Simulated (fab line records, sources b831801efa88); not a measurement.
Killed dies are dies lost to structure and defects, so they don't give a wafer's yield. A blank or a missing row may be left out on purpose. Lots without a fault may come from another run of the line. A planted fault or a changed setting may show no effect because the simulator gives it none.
A struck lot beside a sound one | flow gf180mcu | 16 steps out of a route of 602
Sound: wafers L333.1, L333.3, L333.4. Struck: wafer L320.2. (L320.1, L320.6 of the same lot were not struck and are left out.) The cause comes at the end.
At each step with rows: each side's tool, then ch and its chambers, then its first start. Under that, the readings that differ: sound wafers | struck wafers | difference of the means | sigmas: that difference in standard deviations of wafers without a fault.
alike: readings whose means differ by less than 2 such deviations, and words and numbers that are the same on both sides. not compared: withheld readings, readings that some wafer has no value for, bounds like >300 that may hide the same value, and numbers for which the record gives no deviation and whose values overlap.
The two part at a step that has a row with sigmas, a row that says differs or no value, or rows on one side only. Numbers that don't overlap but have no deviation are shown without sigmas and don't part them. A reading that every wafer of one side lacks parts them only if that side has two wafers or more.

GF_POLY_GATE_THK_MEAS_01:
  sound on film_metro-02, day 14 05:16; struck on film_metro-02, day 10 16:25
  reading                   | sound             | struck | difference | sigmas
  POLY_GATE_CVD_00_THK (nm) | 197.5 195.5 195.8 | 200.1  | +3.8       | +2
then, 8 steps without rows for these wafers: GF_POLY_GATE_DEHYDRATE_02 (time 60 s); GF_POLY_GATE_HMDS_03 (prime time 60 s); GF_POLY_GATE_COAT_04; GF_POLY_GATE_COAT_05 (resist thk 700 nm); GF_POLY_GATE_SOFTBAKE_06 (time 60 s); GF_POLY_GATE_EXPOSE_07 (exposes mask Poly2, target cd 280 nm); GF_POLY_GATE_PEB_08 (peb time 90 s); GF_POLY_GATE_DEVELOP_09 (develop time 60 s).
GF_POLY_GATE_CD_MEAS_10: target cd 280 nm.
  sound on cd_sem-02, day 15 02:19; struck on cd_sem-02, day 11 09:28
  reading    | sound             | struck | difference | sigmas
  cd_nm (nm) | 277.5 276.5 277.6 | 281.1  | +3.9       | +2
GF_POLY_GATE_OVL_MEAS_11:
  sound on overlay-02, day 15 02:26; struck on overlay-01, day 11 09:35
  reading            | sound    | struck | difference | sigmas
  POLY_GATE_OVL (nm) | -5 -6 -5 | 8      | +13        | +2
GF_POLY_GATE_ETCH_12: etches BARC in N2/H2.
  sound on rie_diel-03 ch 0,1,2, day 15 02:28; struck on rie_diel-04 ch 3, day 11 09:38
  reading                     | sound          | struck | difference | sigmas
  bias_w (W)                  | 99.5 99.7 99.5 | 101.0  | +1.4       | +4
  drypump_motor_current_A (A) | 6.7 5.4 6.2    | 5.2    | -0.9       | -2
  alike: chamber_pressure_mTorr, h2_flow_sccm, oes_product_au, throttle_valve_pct
GF_POLY_GATE_ETCH_13: etches poly-Si in HBr/Cl2, stops on SiO2, target depth 198.5 nm, time 69.6 s.
  sound on rie_si-02 ch 1,2,3, day 15 02:31; struck on rie_si-02 ch 1, day 11 09:41
  reading                               | sound             | struck | difference | sigmas
  oes_product_au (a.u.)                 | 0.978 0.991 0.978 | 0.785  | -0.197     | -33
  model.POLY_GATE.feature_depth_nm (nm) | 195.4 195.5 196   | 139.6  | -56.0      |
  model.etch.depth_nm (nm)              | 195.4 195.5 196   | 139.6  | -56.0      |
  alike: bias_w, chamber_pressure_mTorr, drypump_motor_current_A, throttle_valve_pct
  not compared: rf_hours_counter_h
GF_POLY_GATE_STRIP_14: strips in O2/N2.
  sound on plasma_asher-03 ch 0,1, day 15 02:35; struck on plasma_asher-03 ch 0, day 11 09:44
  reading               | sound             | struck | difference | sigmas
  oes_product_au (a.u.) | 0.506 0.504 0.503 | 0.516  | +0.012     | +2
  alike: chamber_pressure_mTorr, drypump_motor_current_A, heater_power_w, platen_temp_c
  not compared: rf_hours_counter_h
then, 1 step without rows for these wafers: GF_POLY_GATE_CLEAN_15 (cleans in SC1/SC2, time 150 s).
-- the record jumps here: 20 days lie between the struck wafers' starts before and after (it left off in module POLY_GATE and takes up again in module PASSIVATION, whose first step shown is number 602 of the route) --
GF_PASSIVATION_PROBE_99:
  the record has rows for the struck wafers here (prober-02, day 31 07:57) and none for the sound ones

WHERE THEY PART
First at GF_POLY_GATE_THK_MEAS_01; last, within this record, at GF_PASSIVATION_PROBE_99.

WHY: what the simulator had put in
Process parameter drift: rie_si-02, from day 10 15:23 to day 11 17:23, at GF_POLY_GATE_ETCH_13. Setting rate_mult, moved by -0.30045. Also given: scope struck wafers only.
